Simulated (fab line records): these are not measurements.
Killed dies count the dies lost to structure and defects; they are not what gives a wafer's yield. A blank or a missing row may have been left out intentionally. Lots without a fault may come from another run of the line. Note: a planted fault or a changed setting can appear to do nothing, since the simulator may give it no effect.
Which tool is to blame?    flow sky130    12 lots with 35 wafers sampled at 3 steps, on a route of 708 steps

== WHAT THE GAUGES READ, wafer by wafer ==
SKY_METAL5_RS_MEAS_05: a four-point-probe measurement. Usual: for METAL5_ALCU_RS the level is 0.0270 ohm/sq and the standard deviation is 0.00035.
lot   measured      on            METAL5_ALCU_RS (ohm/sq)  flag
L205  day 42 21:50  filmMetro-04  0.0262 0.0266 0.0264     
L204  day 42 21:29  filmMetro-03  0.0271 0.0263 0.0270     
L206  day 43 01:06  filmMetro-04  0.0272 0.0274 0.0271     
L207  day 43 21:25  filmMetro-03  0.0271 0.0269 0.0268     
L208  day 43 21:08  filmMetro-04  0.0266 0.0265 0.0267     
L209  day 44 07:14  filmMetro-04  0.0272 0.0274 0.0263     
L210  day 44 21:23  filmMetro-02  0.0270 0.0268 0.0269     
L215  day 46 00:10  filmMetro-04  0.0273 0.0273 0.0273     
L216  day 46 00:32  filmMetro-03  0.0272 0.0271            
L223  day 47 22:38  filmMetro-04  0.0276 0.0273 0.0275     
L224  day 48 05:04  filmMetro-03  0.0270 0.0268 0.0269     
L225  day 47 23:53  filmMetro-03  0.0274 0.0271 0.0274     

== TOOL THAT RAN EACH LOT (tool first, then ch and the chambers of the sampled wafers, then the start) ==
lot   SKY_FIELD_ISO_CMP_27          SKY_VIA4_CMP_02
L205  cmp-01 ch 1,2,3, day 2 14:58  cmp-02 ch 1,2, day 41 21:02
L204  cmp-01 ch 0,2,3, day 2 15:26  cmp-01 ch 1,2,3, day 41 20:10
L206  cmp-01 ch 0,1,3, day 2 20:24  cmp-02 ch 0,1,3, day 42 00:28
L207  cmp-01 ch 0,1, day 3 00:11    cmp-02 ch 2,3, day 42 19:35
L208  cmp-02 ch 0,2,3, day 3 04:53  cmp-02 ch 0,1,3, day 42 19:59
L209  cmp-01 ch 1,2, day 3 08:35    cmp-02 ch 1,2,3, day 43 07:34
L210  cmp-02 ch 0,3, day 3 20:17    cmp-01 ch 1,2,3, day 43 21:53
L215  cmp-02 ch 1,2,3, day 4 19:29  cmp-01 ch 1,3, day 45 00:18
L216  cmp-02 ch 3, day 5 03:08      cmp-02 ch 2,3, day 45 00:59
L223  cmp-01 ch 1,2, day 6 15:58    cmp-01 ch 0,2,3, day 47 01:11
L224  cmp-01 ch 1,2,3, day 6 21:35  cmp-01 ch 0,1,2, day 47 07:49
L225  cmp-01 ch 1,2, day 6 23:02    cmp-02 ch 1,2,3, day 47 02:19
- SKY_FIELD_ISO_CMP_27: polishes, stops on Si3N4, t overpolish 16 s, target thk 457.8 nm.
- SKY_VIA4_CMP_02: polishes SiO2.

== AS READ BY THE TOOLS THEMSELVES (means over the sampled wafers that have a number; for cases with no such wafer, the mark the record gives instead) ==
SKY_FIELD_ISO_CMP_27. Usual: headPressurePsi 4.001 psi, standard deviation 0.0085; motorCurrentA 11.2 A, standard deviation 1; overpolishRunS 16.000 s, standard deviation 0.0095; timeToEndpointS 114 s, standard deviation 5.1.
lot   tool    headPressurePsi (psi)  motorCurrentA (A)  overpolishRunS (s)  timeToEndpointS (s)  flag
L205  cmp-01  3.996                  11.2               16.004              117                  
L204  cmp-01  4.014                  11.6               16.002              111                  
L206  cmp-01  3.991                  10.5               16.010              115                  
L207  cmp-01  3.993                  9.8                16.000              118                  
L208  cmp-02  4.005                  11.3               16.002              108                  
L209  cmp-01  3.993                  10.7               16.001              124                  
L210  cmp-02  4.003                  11.5               16.002              110                  
L215  cmp-02  4.001                  11.7               15.999              114                  
L216  cmp-02  4.012                  12.1               15.997              112                  
L223  cmp-01  3.999                  11.3               15.991              121                  
L224  cmp-01  3.995                  11.2               15.993              119                  
L225  cmp-01  4.004                  11.3               15.993              116                  

SKY_VIA4_CMP_02. Usual: headPressurePsi 4.000 psi, standard deviation 0.0082; motorCurrentA 11.4 A, standard deviation 0.86.
lot   tool    headPressurePsi (psi)  motorCurrentA (A)  flag
L205  cmp-02  4.001                  12.2               
L204  cmp-01  4.001                  10.8               
L206  cmp-02  3.997                  11.6               
L207  cmp-02  4.000                  11.9               
L208  cmp-02  4.004                  11.4               
L209  cmp-02  3.996                  11.7               
L210  cmp-01  3.999                  11.2               
L215  cmp-01  4.002                  10.6               
L216  cmp-02  3.995                  11.8               
L223  cmp-01  4.001                  11.6               
L224  cmp-01  3.997                  11.0               
L225  cmp-02  3.994                  12.0               

== THE ANSWER, worked out from the rows above alone ==
Rule: take the mean of a lot's wafers that have a number; if it is more than 3 standard deviations from the usual mean, the lot is off. A lot without any number at a reading at which 4 lots or more have one is off too. Where the step has rows for the other lots, those lots are counted as sound. The gauges are gone through in route order, then the tools' own readings, and for those a lot's mean is taken as printed above. The first step at which some lot is off is used, and at that step the reading that is off furthest; a lot without a number counts as furthest.
No lot is off on any of the readings shown, so nothing can be concluded from this.

== WHAT THE SIMULATOR PUT IN ==
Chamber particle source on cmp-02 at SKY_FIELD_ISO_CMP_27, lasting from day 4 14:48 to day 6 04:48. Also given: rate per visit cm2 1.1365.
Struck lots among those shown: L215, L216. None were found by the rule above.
